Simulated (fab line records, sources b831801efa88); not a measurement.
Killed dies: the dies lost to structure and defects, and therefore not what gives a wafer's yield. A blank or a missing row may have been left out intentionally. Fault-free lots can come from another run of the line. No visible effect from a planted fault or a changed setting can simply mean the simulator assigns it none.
Struck lot and sound lot, side by side | flow sky130 | 19 steps out of a route of 708
Sound: the wafers L735.1, L735.4, L735.5. The struck wafers were L720.2, L720.3, L720.6. At the end, the cause is stated.
Each step with rows lists, per side, the tool, then ch with its chambers, then its first start. Under that, the readings that differ: sound wafers | struck wafers | difference of the means | sigmas: that difference in standard deviations of wafers without a fault.
alike: a reading whose means differ by less than 2 such deviations, as well as words and numbers matching on both sides. not compared: withheld readings; readings where some wafer has no value; bounds like >300 that might hide an equal value; numbers whose values overlap and for which the record gives no deviation.
The two part at a step that has a row with sigmas, a row that says differs or no value, or rows on one side only. When numbers do not overlap yet have no deviation, they are printed without sigmas and do not part them. A reading that every wafer of one side lacks parts them only if that side has two wafers or more.

first, 1 step without rows for these wafers: SKY_LDD_HVP_IMPLANT_08.
SKY_LDD_HVP_STRIP_09: strips in O2/N2.
  sound on plasma-asher-03 ch 0, day 28 19:26; struck on plasma-asher-01 ch 0, day 23 19:38
  alike: drypump-motor-current-A, o2-flow-sccm, oes-product-au, strip-time-to-endpoint-s
  not compared: rf-hours-counter-h
SKY_LDD_HVP_TW_MEAS_10:
  struck on film-metro-04, day 23 19:44; sound on film-metro-04, day 28 19:32
  reading    | sound             | struck            | difference | sigmas
  LDD_HVP_TW | 450.3 455.6 451.3 | 459.4 459.5 457.9 | +6.5       | +2
then, 7 steps without rows for these wafers: SKY_LDD_LDN_DEHYDRATE_00 (time 60 s); SKY_LDD_LDN_HMDS_01 (prime time 60 s); SKY_LDD_LDN_COAT_02 (resist thk 1140 nm); SKY_LDD_LDN_SOFTBAKE_03 (time 60 s); SKY_LDD_LDN_EXPOSE_04 (exposes mask LDNTM, target cd 700 nm); SKY_LDD_LDN_PEB_05; SKY_LDD_LDN_DEVELOP_06 (develop time 60 s).
SKY_LDD_LDN_OVL_MEAS_07:
  struck on overlay-02, day 25 02:13; sound on overlay-01, day 30 00:07
  alike: LDD_LDN_OVL
then, 1 step without rows for these wafers: SKY_LDD_LDN_IMPLANT_08.
SKY_LDD_LDN_IMPLANT_09:
  sound on implanter-01 ch 0, day 30 00:18; struck on implanter-04 ch 0, day 25 02:25
  reading            | sound                            | struck                        | difference | sigmas
  dose-ions-cm2      | 1.2523e+13 1.2497e+13 1.2505e+13 | 1.257e+12 1.263e+12 1.281e+12 | -1.124e+13 | -99 or more
  faraday-current-uA | 72.7 70.5 70.7                   | 7.3 7.0 7.0                   | -64.2      | -46
then, 2 steps without rows for these wafers: SKY_LDD_LDN_IMPLANT_10; SKY_LDD_LDN_IMPLANT_11.
SKY_LDD_LDN_STRIP_12: strips in O2/N2.
  sound on plasma-asher-03 ch 0,1, day 30 00:45; struck on plasma-asher-03 ch 0, day 25 02:50
  alike: drypump-motor-current-A, o2-flow-sccm, oes-product-au, strip-time-to-endpoint-s
  not compared: rf-hours-counter-h
SKY_LDD_LDN_TW_MEAS_13:
  struck on film-metro-04, day 25 02:57; sound on film-metro-03, day 30 00:51
  reading    | sound          | struck         | difference | sigmas
  LDD_LDN_TW | 1477 1486 1497 | 1367 1363 1365 | -122       | -9
then, 1 step without rows for these wafers: SKY_LDD_LDN_CLEAN_14 (cleans in SC1/SC2, time 150 s).
-- here the record skips 23 days between the struck wafers' starts before and after, leaving off in module LDD_LDN and picking up in module PAD_OPEN (first step shown: number 708 of the route) --
SKY_PAD_OPEN_PROBE_99:
  struck on prober-01, day 48 00:35; sound on prober-02, day 51 04:53
  reading                         | sound          | struck         | difference | sigmas
  killed_at_M0_to_M3              | 55 52 53       | 32 43 40       | -15        | -2
  model.etest.tip-sonos.rs-ohm-sq | 2628 2627 2649 | 3075 3156 3113 | +480       |
  alike: killed_at_M4_up, killed-at-contacts, killed-at-front-end, killed-at-other, killed-dies, killed-open, killed-short

== WHERE THEY PART ==
First at SKY_LDD_HVP_TW_MEAS_10; last, within this record, at SKY_PAD_OPEN_PROBE_99.

WHY: what had been put in by the simulator
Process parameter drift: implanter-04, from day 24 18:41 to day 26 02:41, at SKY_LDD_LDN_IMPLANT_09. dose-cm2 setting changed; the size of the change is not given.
